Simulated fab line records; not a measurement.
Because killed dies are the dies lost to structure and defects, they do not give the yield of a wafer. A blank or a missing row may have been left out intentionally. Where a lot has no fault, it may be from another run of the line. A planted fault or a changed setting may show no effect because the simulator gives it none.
Matching of chambers    flow gf180mcu    GF_SAB_ETCH_11 on rie_diel-02 has 4 sister chambers
The step etches SiO2 in C4F8/O2/Ar, target depth 55 nm, time 8.5 s. 7 wafers are shown with their chamber, then 7 later ones without.

## EACH WAFER AND ITS CHAMBER
wafer   chamber  oes_product_au (a.u.)
L082.1  0        0.998
L082.2  2        1.003
L088.1  2        1.003
L088.2  0        0.989
L088.5  1        1.006
L090.2  3        0.983
L090.5  1        0.989

## WAFERS WITHOUT THEIR CHAMBER
wafer   oes_product_au (a.u.)
L090.6  0.993
L094.2  0.991
L094.4  0.990
L094.6  0.996
L096.4  0.983
L096.5  0.997
L096.6  1.005

## WHICH CHAMBER EACH ONE RAN IN
wafer   from the rows above                in truth
L090.6  can't be placed: 0 or 1 or 2 or 3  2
L094.2  can't be placed: 0 or 1 or 3 or 2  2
L094.4  can't be placed: 0 or 3 or 1 or 2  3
L094.6  can't be placed: 1 or 0 or 2 or 3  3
L096.4  can't be placed: 3 or 0 or 1       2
L096.5  can't be placed: 1 or 0 or 2 or 3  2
L096.6  can't be placed: 2 or 1 or 0       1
Correctly placed: 0 of 7. Unplaceable from these rows: 7, with the true chamber sitting among the candidates in 6. Number placed wrongly: 0.
How it was worked out, from the rows above alone: a wafer's distance from a chamber is the root of the sum, over the readings, of the square of ((its reading less the chamber's mean) divided by the reading's scatter). If the next closest chamber is less than 2 further off than the closest, the wafer can't be placed; otherwise it belongs to the closest. A chamber's mean is the mean of its shown wafers. The scatter: the root of (the sum of the squares of (reading less its chamber's mean) over the shown wafers, divided by (wafers less chambers)).
